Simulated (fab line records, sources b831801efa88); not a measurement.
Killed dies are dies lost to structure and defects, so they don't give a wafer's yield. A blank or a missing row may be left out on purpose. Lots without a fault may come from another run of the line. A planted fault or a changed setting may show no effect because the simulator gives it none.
fab line records | flow sky130
record lots=12 wafers=36 last_day=50
route steps=708 shown FIELD_ISO@17 POLY_GATE@224 LDD_HVP@287 SD_N@349
lots that met no fault: from a run of the same line without faults
start_h: hours from the record's first day to the start of the lot's first wafer shown | wait_h: hours since the lot's step before | " the same as in the row above | L1.1+2: a row that stands for several wafers | - no value, or no start given | * or withheld: withheld | < > ~ a bound
route shown NAME@n: a module of which the file shows steps, and the number in the route of the first | usual: mean/standard deviation of fault-free wafers | same: alike in all rows | chamber/n: place in a boat | sites: the reading at each site | _std_site: their standard deviation | _edge_site: outer sites' mean less inner sites' | radius_mm: how far each site lies from the wafer's centre | mask NAME#n: copy n | behind: the tool/chamber that last shaped the wafer | hold: why the lot was held/for how many hours/how that ended | device: the transistor (n, p or np) that didn't switch | end of line: the same wafers' tests at the end of the route | a step without rows: its recipe alone | killed: dies lost to structure and defects at the first sort, not the wafer's yield | map: a wafer's dies, x killed, . not, _ none there
set.NAME: the setting as run; set.NAME@STEP: as run at that earlier step | model.NAME: the simulator's own value behind a step, which no gauge read
steps of the route over a sample of lots; a table a step, a row a wafer
services: from which hour (start_h, from the record's first day; less than 0 if before it) a tool's chamber was out of use, for how many hours, and why
## steps
# step SKY_FIELD_ISO_STRIP_16
# recipe chemistry=O2/N2 power_w=1400 pressure_mtorr=1500 platen_temp_c=withheld o2_flow_sccm=3000 n2_flow_sccm=300 overash_fraction=0.5
# usual drypump_motor_current_A=6.1/0.47 o2_flow_sccm=2997/8.2 oes_product_au=0.378/0.0049 strip_time_to_endpoint_s=3.55/0.041
# columns lot.wafer tool chamber start_h wait_h drypump_motor_current_A o2_flow_sccm oes_product_au rf_hours_counter_h strip_time_to_endpoint_s
L305.1 plasma_asher-04 0 51.91 0.0 6.3 2994 0.378 36 3.52
L305.3 " 1 " " 6.8 3001 0.370 - 3.50
L305.4 " 0 " " 6.3 2995 0.377 - 3.53
L303.1 plasma_asher-02 1 52.07 0.0 6.0 2992 0.377 37 3.53
L303.4 " 0 " " 5.4 3000 0.379 - 3.55
L303.5 " 1 " " 6.0 3001 0.372 - 3.56
L304.1 plasma_asher-04 1 52.42 0.0 6.8 2999 0.381 36 3.54
L304.2 " 0 " " 6.3 2998 0.375 36 3.53
L304.4 " 1 " " 6.8 2999 0.378 - 3.53
L307.3 plasma_asher-04 0 60.66 0.1 6.3 2991 0.383 - 3.57
L307.5 " 1 " " 6.8 2995 0.376 - 3.58
L307.6 " 0 " " 6.3 2988 0.381 - 3.59
L308.4 plasma_asher-01 1 65.49 0.1 6.3 3001 0.373 - 3.59
L308.5 " 1 " " 6.3 2999 0.376 - 3.57
L308.6 " 0 " " 5.7 2998 0.381 - 3.54
L309.3 plasma_asher-04 0 68.99 0.1 6.3 2998 0.373 - 3.59
L309.4 " 1 " " 6.8 2995 0.380 - 3.47
L309.5 " 1 " " 6.8 3000 0.379 - 3.52
L312.1 plasma_asher-04 1 88.31 0.0 6.8 3005 0.372 39 3.52
L312.3 " 0 " " 6.3 3000 0.373 - 3.53
L312.5 " 0 " " 6.3 3012 0.373 - 3.57
L313.1 plasma_asher-01 1 91.51 0.0 6.3 3004 0.377 43 3.51
L313.3 " 1 " " 6.3 2997 0.365 - 3.52
L313.5 " 0 " " 5.7 2987 0.385 - 3.53
L315.2 plasma_asher-01 0 103.62 0.0 5.7 2984 0.371 44 3.51
L315.3 " 1 " " 6.3 2995 0.375 - 3.51
L315.6 " 1 " " 6.2 3000 0.381 - 3.55
L320.1 plasma_asher-02 1 128.37 0.0 6.0 3007 0.380 1 3.50
L320.2 " 0 " " 5.4 2997 0.384 1 3.56
L320.4 " 0 " " 5.4 3003 0.381 - 3.61
L321.2 plasma_asher-02 1 134.31 0.0 6.0 3001 0.387 2 3.60
L321.3 " 1 " " 6.1 3009 0.382 - 3.53
L321.4 " 0 " " 5.4 3005 0.378 - 3.56
L322.4 plasma_asher-02 1 138.66 0.0 6.0 2990 0.375 - 3.56
L322.5 " 1 " " 6.0 2996 0.373 - 3.49
L322.6 " 0 " " 5.4 3006 0.382 - 3.56
# step SKY_POLY_GATE_EXPOSE_10
# recipe mask_id=P1M na=0.68 source_shape=conventional sigma_outer=0.6 target_cd_nm=150 dose_mj=28
# usual focus_offset_nm=0.1/0.51
# columns lot.wafer tool chamber start_h wait_h mask focus_offset_nm
L305.1 krf_scanner-01 0 401.33 - P1M#0 0.3
L305.3 " 0 " " P1M#0 -0.3
L305.4 " 0 " " P1M#0 -0.3
L303.1 krf_scanner-01 0 406.21 - P1M#0 0.3
L303.4 " 0 " " P1M#0 0.0
L303.5 " 0 " " P1M#0 0.1
L304.1 krf_scanner-01 0 412.30 - P1M#0 0.6
L304.2 " 0 " " P1M#0 0.4
L304.4 " 0 " " P1M#0 0.0
L307.3 krf_scanner-01 0 423.54 - P1M#0 0.3
L307.5 " 0 " " P1M#0 0.1
L307.6 " 0 " " P1M#0 0.2
L308.4 krf_scanner-01 0 427.24 - P1M#0 0.0
L308.5 " 0 " " P1M#0 -0.6
L308.6 " 0 " " P1M#0 -0.2
L309.3 krf_scanner-01 0 439.93 - P1M#0 0.3
L309.4 " 0 " " P1M#0 0.4
L309.5 " 0 " " P1M#0 0.2
L312.1 krf_scanner-01 0 462.92 - P1M#0 0.3
L312.3 " 0 " " P1M#0 0.2
L312.5 " 0 " " P1M#0 -0.3
L313.1 krf_scanner-02 0 471.52 - P1M#0 0.4
L313.3 " 0 " " P1M#0 0.6
L313.5 " 0 " " P1M#0 1.5
L315.2 krf_scanner-02 0 485.91 - P1M#0 0.3
L315.3 " 0 " " P1M#0 -0.3
L315.6 " 0 " " P1M#0 -0.1
L320.1 krf_scanner-02 0 531.67 - P1M#0 -0.1
L320.2 " 0 " " P1M#0 -0.1
L320.4 " 0 " " P1M#0 -0.6
L321.2 krf_scanner-02 0 545.17 - P1M#0 0.2
L321.3 " 0 " " P1M#0 0.2
L321.4 " 0 " " P1M#0 -0.2
L322.4 krf_scanner-02 0 546.65 - P1M#0 1.1
L322.5 " 0 " " P1M#0 1.2
L322.6 " 0 " " P1M#0 0.2
# step SKY_POLY_GATE_OVL_MEAS_14
# usual POLY_GATE_OVL=-2/4.8
# columns lot.wafer tool chamber start_h wait_h hold POLY_GATE_OVL[nm]
L305.1 overlay-01 - 416.46 0.1 - 1
L305.3 " - " " - -9
L305.4 " - " " - -8
L303.1 overlay-02 - 421.02 0.1 - 0
L303.4 " - " " - 1
L303.5 " - " " - -9
L304.1 overlay-02 - 427.37 0.1 - 1
L304.2 " - " " - -5
L304.4 " - " " - -9
L307.3 overlay-02 - 438.08 0.1 - 11
L307.5 " - " " - 2
L307.6 " - " " - 2
L308.4 overlay-01 - 442.19 0.1 await_dispo/0.2h/release 22
L308.5 " - " " await_dispo/0.2h/release 22
L308.6 " - " " await_dispo/0.2h/release 18
L308.4 overlay-01 - 442.39 0.2 - 23
L308.5 " - " " - 19
L308.6 " - " " - 18
L309.3 overlay-01 - 454.88 0.1 await_dispo/0.2h/release 33
L309.4 " - " " await_dispo/0.2h/release 28
L309.5 " - " " await_dispo/0.2h/release 33
L309.3 overlay-01 - 455.08 0.2 - 30
L309.4 " - " " - 28
L309.5 " - " " - 30
L312.1 overlay-01 - 477.56 0.1 await_dispo/0.2h/release 33
L312.3 " - " " await_dispo/0.2h/release 30
L312.5 " - " " await_dispo/0.2h/release 34
L312.1 overlay-01 - 477.77 0.2 - 29
L312.3 " - " " - 27
L312.5 " - " " - 31
L313.1 overlay-01 - 486.36 0.1 - 5
L313.3 " - " " - 2
L313.5 " - " " - 0
L315.2 overlay-02 - 501.47 0.1 - 3
L315.3 " - " " - -8
L315.6 " - " " - -1
L320.1 overlay-02 - 546.82 0.1 - 11
L320.2 " - " " - -4
L320.4 " - " " - 1
L321.2 overlay-02 - 559.93 0.1 - 2
L321.3 " - " " - 2
L321.4 " - " " - -2
L322.4 overlay-01 - 561.24 0.1 - 2
L322.5 " - " " - 2
L322.6 " - " " - 1
# step SKY_LDD_HVP_STRIP_09
# recipe chemistry=O2/N2 power_w=1400 pressure_mtorr=1500 platen_temp_c=withheld o2_flow_sccm=3000 n2_flow_sccm=300 overash_fraction=0.5
# usual drypump_motor_current_A=6.2/0.46 o2_flow_sccm=3000/8 oes_product_au=0.408/0.0048 strip_time_to_endpoint_s=4.139/0.015
# columns lot.wafer tool chamber start_h wait_h drypump_motor_current_A o2_flow_sccm oes_product_au rf_hours_counter_h strip_time_to_endpoint_s
L305.1 plasma_asher-02 1 542.58 0.1 6.0 2992 0.407 42 4.136
L305.3 " 1 " " 6.0 2995 0.406 - 4.143
L305.4 " 0 " " 5.4 2993 0.403 - 4.154
L303.1 plasma_asher-04 0 546.63 0.1 6.3 2992 0.411 83 4.146
L303.4 " 0 " " 6.3 3001 0.402 - 4.149
L303.5 " 1 " " 6.8 2993 0.397 - 4.110
L304.1 plasma_asher-01 0 553.23 0.1 5.7 2997 0.405 12 4.137
L304.2 " 1 " " 6.2 3004 0.415 12 4.139
L304.4 " 1 " " 6.3 2999 0.412 - 4.160
L307.3 plasma_asher-04 0 561.87 0.1 6.3 2995 0.405 - 4.124
L307.5 " 1 " " 6.8 2993 0.403 - 4.133
L307.6 " 0 " " 6.3 3020 0.403 - 4.136
L308.4 plasma_asher-04 1 566.42 0.1 6.8 2999 0.404 - 4.152
L308.5 " 1 " " 6.8 2998 0.406 - 4.138
L308.6 " 0 " " 6.3 2996 0.421 - 4.148
L309.3 plasma_asher-04 1 578.52 0.1 6.8 3008 0.407 - 4.149
L309.4 " 0 " " 6.3 3003 0.411 - 4.133
L309.5 " 1 " " 6.8 3002 0.410 - 4.134
L312.1 plasma_asher-04 1 601.58 0.1 6.8 3011 0.414 89 4.132
L312.3 " 1 " " 6.8 3012 0.405 - 4.147
L312.5 " 1 " " 6.8 2996 0.406 - 4.124
L313.1 plasma_asher-04 1 609.28 0.1 6.8 3004 0.400 89 4.153
L313.3 " 0 " " 6.3 2985 0.406 - 4.161
L313.5 " 0 " " 6.3 2995 0.419 - 4.166
L315.2 plasma_asher-04 0 623.08 0.1 6.3 3001 0.405 91 4.130
L315.3 " 1 " " 6.8 3009 0.403 - 4.111
L315.6 " 0 " " 6.3 2992 0.405 - 4.128
L320.1 plasma_asher-01 0 665.28 0.1 5.7 2990 0.414 22 4.133
L320.2 " 1 " " 6.3 3020 0.407 22 4.125
L320.4 " 0 " " 5.7 2995 0.407 - 4.115
L321.2 plasma_asher-01 1 678.04 0.1 6.3 3001 0.406 24 4.126
L321.3 " 1 " " 6.3 2994 0.410 - 4.118
L321.4 " 0 " " 5.7 3007 0.417 - 4.125
L322.4 plasma_asher-01 0 681.51 0.1 5.7 3008 0.400 - 4.116
L322.5 " 1 " " 6.3 2990 0.407 - 4.130
L322.6 " 0 " " 5.7 3004 0.402 - 4.143
# step SKY_SD_N_CD_MEAS_07
# recipe target_cd_nm=380
# usual cd_nm=379.6/2.9
# columns lot.wafer tool chamber start_h wait_h cd_nm
L305.1 cd_sem-01 - 688.69 0.1 376.6
L305.3 " - " " 374.5
L305.4 " - " " 375.0
L303.1 cd_sem-02 - 693.59 0.1 381.2
L303.4 " - " " 384.5
L303.5 " - " " 382.4
L304.1 cd_sem-02 - 698.64 0.1 382.8
L304.2 " - " " 381.3
L304.4 " - " " 381.3
L307.3 cd_sem-02 - 707.29 0.1 382.7
L307.5 " - " " 381.3
L307.6 " - " " 379.6
L308.4 cd_sem-02 - 711.76 0.1 379.6
L308.5 " - " " 380.5
L308.6 " - " " 380.3
L309.3 cd_sem-01 - 722.19 0.1 376.2
L309.4 " - " " 377.1
L309.5 " - " " 373.8
L312.1 cd_sem-02 - 742.55 0.1 379.7
L312.3 " - " " 379.7
L312.5 " - " " 380.8
L313.1 cd_sem-01 - 752.89 0.1 383.0
L313.3 " - " " 384.7
L313.5 " - " " 383.4
L315.2 cd_sem-01 - 763.46 0.1 381.0
L315.3 " - " " 379.2
L315.6 " - " " 380.5
L320.1 cd_sem-02 - 803.39 0.1 379.6
L320.2 " - " " 379.1
L320.4 " - " " 380.9
L321.2 cd_sem-02 - 815.96 0.1 377.9
L321.3 " - " " 380.9
L321.4 " - " " 378.1
L322.4 cd_sem-02 - 821.65 0.1 373.9
L322.5 " - " " 376.6
L322.6 " - " " 375.8
## services
# columns tool chamber start_h hours kind
krf_scanner-01 - 126.91 0.8 pm
krf_scanner-01 - 143.41 1.0 pm
plasma_asher-01 - 146.01 2.8 pm
plasma_asher-01 - 161.33 1.3 repair
krf_scanner-01 - 183.18 17.2 repair
krf_scanner-01 - 200.36 1.3 pm
krf_scanner-01 - 295.71 0.8 pm
krf_scanner-01 - 312.41 1.0 pm
plasma_asher-04 - 327.60 3.5 repair
plasma_asher-04 - 334.54 1.7 repair
krf_scanner-01 - 346.02 1.6 repair
plasma_asher-04 - 347.88 11.7 repair
krf_scanner-01 - 350.73 1.3 pm
krf_scanner-01 - 356.51 3.6 pm
plasma_asher-01 - 421.25 9.0 pm
krf_scanner-01 - 459.04 0.8 repair
krf_scanner-01 - 464.51 0.8 pm
krf_scanner-01 - 470.32 0.2 repair
krf_scanner-01 - 481.41 1.0 pm
plasma_asher-04 - 493.65 2.4 repair
plasma_asher-01 - 502.89 5.2 repair
krf_scanner-01 - 526.63 1.3 pm
krf_scanner-01 - 549.41 0.2 repair
plasma_asher-01 - 574.63 5.2 repair
## key
first_sign step=SKY_POLY_GATE_OVL_MEAS_14 reading=visit direction=added
effect step=SKY_POLY_GATE_OVL_MEAS_14 reading=POLY_GATE_OVL direction=up sigmas=6.2 usual=-2 struck=28
met_at SKY_POLY_GATE_EXPOSE_10
struck_lots L308,L309,L312
rows_end L309.3,L312.1
tester_left_out L308,L309,L312
not_acting_at SKY_FIELD_ISO_STRIP_16,SKY_LDD_HVP_STRIP_09,SKY_SD_N_CD_MEAS_07
onset_between 423.54 427.24
fault kind=scanner_matching_overlay tool=krf_scanner-01 chamber=- onset_h=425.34 steps=SKY_POLY_GATE_EXPOSE_10 offset=31.785
# tester_left_out: of these lots the tester's yield and bins aren't shown, on N5 and GAA mostly nor the transistor test; their killed dies are dies lost to structure and defects alone, not to doping, threshold or leakage, so they don't give the yield
# rows_end: these wafers met a further fault down the route, and their rows from its step on are left out
